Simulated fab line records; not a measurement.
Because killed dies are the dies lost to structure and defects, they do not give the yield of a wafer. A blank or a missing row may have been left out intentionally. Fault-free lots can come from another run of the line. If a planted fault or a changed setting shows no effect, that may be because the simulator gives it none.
Struck lot and sound lot, side by side	flow gf180mcu	33 steps out of a route of 602
Sound: the wafers L111.1, L111.2, L111.3. Wafers L117.3, L117.4, L117.6 were the ones struck. The cause is given at the end.
Order at every step that has rows: each side's tool, ch and its chambers, its first start. Under that, the readings that differ: sound wafers	struck wafers	difference of the means	sigmas: that difference in standard deviations of wafers without a fault.
alike: words and numbers the same on both sides, and readings whose means are apart by under 2 such deviations; not compared: readings that were withheld, readings missing a value for some wafer, numbers with overlapping values and no deviation given by the record, and bounds like >300 which may hide the same value.
A row with sigmas, a row that says differs or no value, or rows on one side alone: a step with any of these is where the two part. When numbers do not overlap yet have no deviation, they are printed without sigmas and do not part them. A reading that every wafer of one side lacks parts them only if that side has two wafers or more.

first, 10 steps without rows for these wafers: GF_POLY_GATE_HMDS_03 (prime time 60 s); GF_POLY_GATE_COAT_04; GF_POLY_GATE_COAT_05 (resist thk 700 nm); GF_POLY_GATE_SOFTBAKE_06 (time 60 s); GF_POLY_GATE_EXPOSE_07 (exposes mask Poly2, target cd 280 nm); GF_POLY_GATE_PEB_08 (peb time 90 s); GF_POLY_GATE_DEVELOP_09 (develop time 60 s); GF_POLY_GATE_ETCH_12 (etches BARC in N2/H2); GF_POLY_GATE_ETCH_13 (etches poly-Si in HBr/Cl2, stops on SiO2, target depth 198.5 nm, time 69.6 s); GF_POLY_GATE_STRIP_14 (strips in O2/N2).
GF_POLY_GATE_CLEAN_15: cleans in SC1/SC2, time 150 s.
  sound on wet_bench-04 ch 3, day 10 08:44; struck on wet_bench-01 ch 2, day 12 05:58
then, 21 steps without rows for these wafers: GF_POLY_GATE_OXIDATION_16 (stabilise 600 s, purge 300 s, target thk 4 nm); GF_HV_LDD_DEHYDRATE_00 (time 60 s); GF_HV_LDD_HMDS_01 (prime time 60 s); GF_HV_LDD_COAT_02 (resist thk 1000 nm); GF_HV_LDD_SOFTBAKE_03 (time 60 s); GF_HV_LDD_EXPOSE_04 (exposes mask Nplus LV AREA, target cd 400 nm); GF_HV_LDD_PEB_05; GF_HV_LDD_DEVELOP_06 (develop time 60 s); GF_HV_LDD_IMPLANT_09; GF_HV_LDD_STRIP_10 (strips in O2/N2); GF_HV_LDD_DEHYDRATE_12 (time 60 s); GF_HV_LDD_HMDS_13 (prime time 60 s); GF_HV_LDD_COAT_14 (resist thk 1000 nm); GF_HV_LDD_SOFTBAKE_15 (time 60 s); GF_HV_LDD_EXPOSE_16 (exposes mask Pplus LV AREA, target cd 400 nm); GF_HV_LDD_PEB_17; GF_HV_LDD_DEVELOP_18 (develop time 60 s); GF_HV_LDD_IMPLANT_21; GF_HV_LDD_STRIP_22 (strips in O2/N2); GF_HV_LDD_DEHYDRATE_24 (time 60 s); GF_HV_LDD_HMDS_25 (prime time 60 s).
-- a jump in the record: the struck wafers' starts before and after are 20 days apart (it breaks off in module HV_LDD and resumes in module PASSIVATION, where the first step shown is number 602 of the route) --
GF_PASSIVATION_PROBE_99:
  rows exist in the record for the struck wafers here (prober-01, day 31 22:29), but not for the sound ones

## WHERE THEY PART
GF_PASSIVATION_PROBE_99 only, going by this record.

WHY: what the simulator had put in
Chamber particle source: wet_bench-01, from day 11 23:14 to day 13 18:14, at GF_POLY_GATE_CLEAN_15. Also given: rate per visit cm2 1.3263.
